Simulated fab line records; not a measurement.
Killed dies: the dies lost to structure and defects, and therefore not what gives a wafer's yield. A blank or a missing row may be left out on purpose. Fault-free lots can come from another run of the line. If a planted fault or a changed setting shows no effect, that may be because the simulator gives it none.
A struck lot beside a sound one	flow sfq line	16 out of 325 route steps
Sound: these wafers, L417.2, L417.5, L417.6. Wafers struck: L419.1, L419.3, L419.4. At the end, the cause is stated.
Per side, at each step with rows, come the tool, then ch with its chambers, and then its first start. Under that, the readings that differ: sound wafers	struck wafers	difference of the means	sigmas: that difference in standard deviations of wafers without a fault.
alike: a reading whose means differ by less than 2 such deviations, as well as words and numbers matching on both sides. not compared: withheld readings; readings where some wafer has no value; bounds like >300 that might hide an equal value; numbers whose values overlap and for which the record gives no deviation.
The two part at a step that has a row with sigmas, a row that says differs or no value, or rows on one side only. Numbers that have no deviation but don't overlap get no sigmas and don't part them. Lack of a reading on every wafer of one side parts them only where that side has two or more wafers.

SFQ_I3_OVL_MEAS_923:
  sound: overlay-02 at day 31 16:56; struck: overlay-01 at day 34 10:56
  alike: I3_OVL
SFQ_TRILAYER_I3_VIA_BARC_OPEN_VIA_ETCH_121: etches BARC in O2, target depth 125 nm, time 41.7 s.
  sound on rie diel-04 ch 0,3, day 31 16:58; struck on rie diel-03 ch 1,2,3, day 34 10:58
  alike: drypump motor current A, oes product au
  not compared: rf hours counter h
SFQ_TRILAYER_I3_VIA_ETCH_VIA_ETCH_088: etches SiO2 in CHF3, stops on Nb, target depth 260 nm.
  sound on rie diel-04 ch 0,3, day 31 17:01; struck on rie diel-03 ch 1,2,3, day 34 11:01
  alike: drypump motor current A, oes product au
SFQ_TRILAYER_I3_VIA_STRIP_STRIP_089: strips in O2.
  sound on rie metal-01 ch 0,1, day 31 17:08; struck on rie metal-02 ch 0,1, day 34 11:08
  alike: drypump motor current A, oes product au
  not compared: rf hours counter h
then, 2 steps without rows for these wafers: SFQ_TRILAYER_I3_VIA_STRIP_SOLV_CLEAN_090 (cleans in NMP, time 600 s); SFQ_TRILAYER_M4_DEP_PRE_CLEAN_092 (time 22.5 s).
SFQ_TRILAYER_M4_DEP_SPUTTER_091: material Nb, target thk 200 nm, time 133.3 s.
  sound: pvd sputter-04 at day 31 17:56; struck: pvd sputter-05 at day 34 11:56
  alike: throttle valve pct
SFQ_M4_RS_MEAS_924: measures by four-point-probe.
  sound: film metro-01 at day 31 18:02; struck: film metro-01 at day 34 12:01
  alike: M4_NB_RS
then, 3 steps without rows for these wafers: SFQ_TRILAYER_M4_LITHO_COAT_098 (resist thk 62 nm); SFQ_TRILAYER_M4_LITHO_COAT_093 (resist thk 600 nm); SFQ_TRILAYER_M4_LITHO_SOFTBAKE_097.
-- the record jumps here: 7 days lie between the struck wafers' starts before and after --
SFQ_TRILAYER_M4_LITHO_EXPOSE_094: exposes mask M4, target cd 500 nm.
  sound on krf scanner-01 ch 0, day 37 19:57; struck on krf scanner-01 ch 0, day 41 01:45
reading	sound	struck	difference	sigmas
model.M4.overlay x nm (nm)	2.302 2.302 2.302	45.29 45.29 45.29	+42.99	
  alike: mask
then, 2 steps without rows for these wafers: SFQ_TRILAYER_M4_LITHO_PEB_096 (peb time 60 s); SFQ_TRILAYER_M4_LITHO_DEVELOP_095 (time 60 s).
SFQ_M4_OVL_MEAS_926:
  sound: overlay-01 at day 37 21:15; struck: overlay-01 at day 41 03:27
reading	sound	struck	difference	sigmas
M4_OVL (nm)	2 2 0	42 43 44	+42	+6
  not compared: hold
SFQ_TRILAYER_M4_BARC_OPEN_METAL_ETCH_123: etches BARC in O2, target depth 125 nm, time 41.7 s.
  sound on rie metal-03 ch 0,1, day 37 21:17; struck on rie metal-04 ch 0,1, day 41 07:05
reading	sound	struck	difference	sigmas
hold	- - -	await dispo/3.6h/release await dispo/3.6h/release await dispo/3.6h/release	no value on the sound wafers	
  alike: drypump motor current A, oes product au
  not compared: rf hours counter h

## WHERE THEY PART
Earliest at SFQ_M4_OVL_MEAS_926; latest, in this record, at SFQ_TRILAYER_M4_BARC_OPEN_METAL_ETCH_123.

WHY: whatever the simulator had introduced
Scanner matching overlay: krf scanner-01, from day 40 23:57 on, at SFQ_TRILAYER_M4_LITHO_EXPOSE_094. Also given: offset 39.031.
